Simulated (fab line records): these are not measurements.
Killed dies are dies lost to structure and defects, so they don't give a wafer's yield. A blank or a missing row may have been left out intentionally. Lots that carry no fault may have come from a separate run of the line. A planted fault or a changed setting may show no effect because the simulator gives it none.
Problem report in the 8D (eight disciplines) form, filled by code :: flow sky130 :: the parts of the form that need people (team, actions taken, sign-off) are left out

1. WHAT WENT WRONG
SKY_METAL4_SPUTTER_03, cathode-dc-power-W: mean 2877.1 W over 1 wafer from 1 lot; wafers with no fault: 3000.0 W, standard deviation 0.51. That is -99 or more standard deviations from the usual mean.
The step: material Ti, target thk 5 nm, time 3.3 s.
The first sign was on wafer L324.6 at day 43 15:11, on pvd-sputter-01. The record holds 15 wafers of 5 lots with a number at this step. By rule, "out" or "out of limits" means more than 4 standard deviations away from the usual mean. Any other wafer with a number is counted as sound.

2. WHAT IT IS, WHAT IT ISN'T
question: which readings at this step
is: cathode-dc-power-W
is not: -

question: which lots
is: L324
is not: L313, L316, L323, L333

question: which wafers of those lots
is: L324.6
is not: L324.1, L324.4

question: read on which tools
is: pvd-sputter-01
is not: pvd-sputter-03, pvd-sputter-04

question: when
is: from day 43 15:11
is not: up to then (11 sound wafers); but 3 sound wafers of L333 came after

3. WHAT RULES OUT EACH SUSPECT
Counting: if a tool at a process step up to the reading ran every lot that is out, it stays a suspect. Sound lots after the first of them don't rule it out here, since some wafers of a struck lot are sound.
- plasma-asher-01 at SKY_VIA3_STRIP_16 (strips in O2/N2): kept. It ran the lot that is out, L324 (day 43 13:49).
- pvd-sputter-01 at SKY_VIA3_SPUTTER_20 (material TiN, target thk 20 nm, time 80 s): kept. It ran the lot that is out, L324 (day 43 14:26).
- cvd-w-01 at SKY_VIA3_CVD_21 (deposits W, target thk 390 nm, time 117.31 s): kept. The lot that is out, L324, ran on it at day 43 14:29; the last sound lot it ran before that was L323, at day 43 10:43.
- pvd-sputter-01 at SKY_METAL4_SPUTTER_02 (material AlCu, target thk 735 nm, time 39.1 s): kept. The lot that is out, L324, ran on it at day 43 15:08; the last sound lot it ran before that was L313, at day 40 14:26.
- pvd-sputter-01 at SKY_METAL4_SPUTTER_03 (material Ti, target thk 5 nm, time 3.3 s): kept. The lot that is out, L324, ran on it at day 43 15:11; the last sound lot it ran before that was L313, at day 40 14:28. On those wafers its own readings are out: cathode-dc-power-W.
- Within cvd-w-01 at SKY_VIA3_CVD_21, the wafers that are out were processed in chamber 1 and their sound lot-mates in chamber 0.
Left after counting: plasma-asher-01 at SKY_VIA3_STRIP_16, pvd-sputter-01 at SKY_VIA3_SPUTTER_20, cvd-w-01 at SKY_VIA3_CVD_21, pvd-sputter-01 at SKY_METAL4_SPUTTER_02, pvd-sputter-01 at SKY_METAL4_SPUTTER_03.

4. THE CAUSE (what the simulator had put in)
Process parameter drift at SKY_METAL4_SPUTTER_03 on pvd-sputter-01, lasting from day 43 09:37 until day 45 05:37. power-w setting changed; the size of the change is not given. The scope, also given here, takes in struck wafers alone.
Counting leaves 5 suspects; this tool is one of them.

5. THE CHAIN OF EFFECTS, in route order
Each row: a reading whose mean over the struck wafers that have a number lies more than 3 standard deviations from the usual. Only readings whose record carries a usual standard deviation are examined. hours: median over the lots of the time between each lot's start at the first step of this table that gives one and its start at this step. sigmas: the change, counted in usual standard deviations.
hours: 0
step: SKY_METAL4_SPUTTER_03
reading: cathode-dc-power-W
usual: 3000.0 W
on struck wafers: 2877.1
change: -122.9
sigmas: -99 or more

hours: 0
step: SKY_METAL4_SPUTTER_03
reading: throttle-valve-pct
usual: 29.5 %
on struck wafers: 32.2
change: +2.7
sigmas: +3.2

hours: 0
step: SKY_METAL4_SPUTTER_04
reading: throttle-valve-pct
usual: 29.5 %
on struck wafers: 32.3
change: +2.8
sigmas: +3.2

hours: 130
step: SKY_PAD_OPEN_PROBE_99
reading: killed_at_M0_to_M3
usual: 43
on struck wafers: 65
change: +22
sigmas: +3.2
The process steps in it:
- SKY_METAL4_SPUTTER_03: material Ti, target thk 5 nm, time 3.3 s.
- SKY_METAL4_SPUTTER_04: material TiN, target thk 70 nm, time 58.3 s.
- SKY_PAD_OPEN_PROBE_99

6. HOW IT WOULD HAVE BEEN CAUGHT EARLIER
The fault began at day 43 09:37; the first out-of-limits reading in this record came at day 43 15:11, 6 hours later.
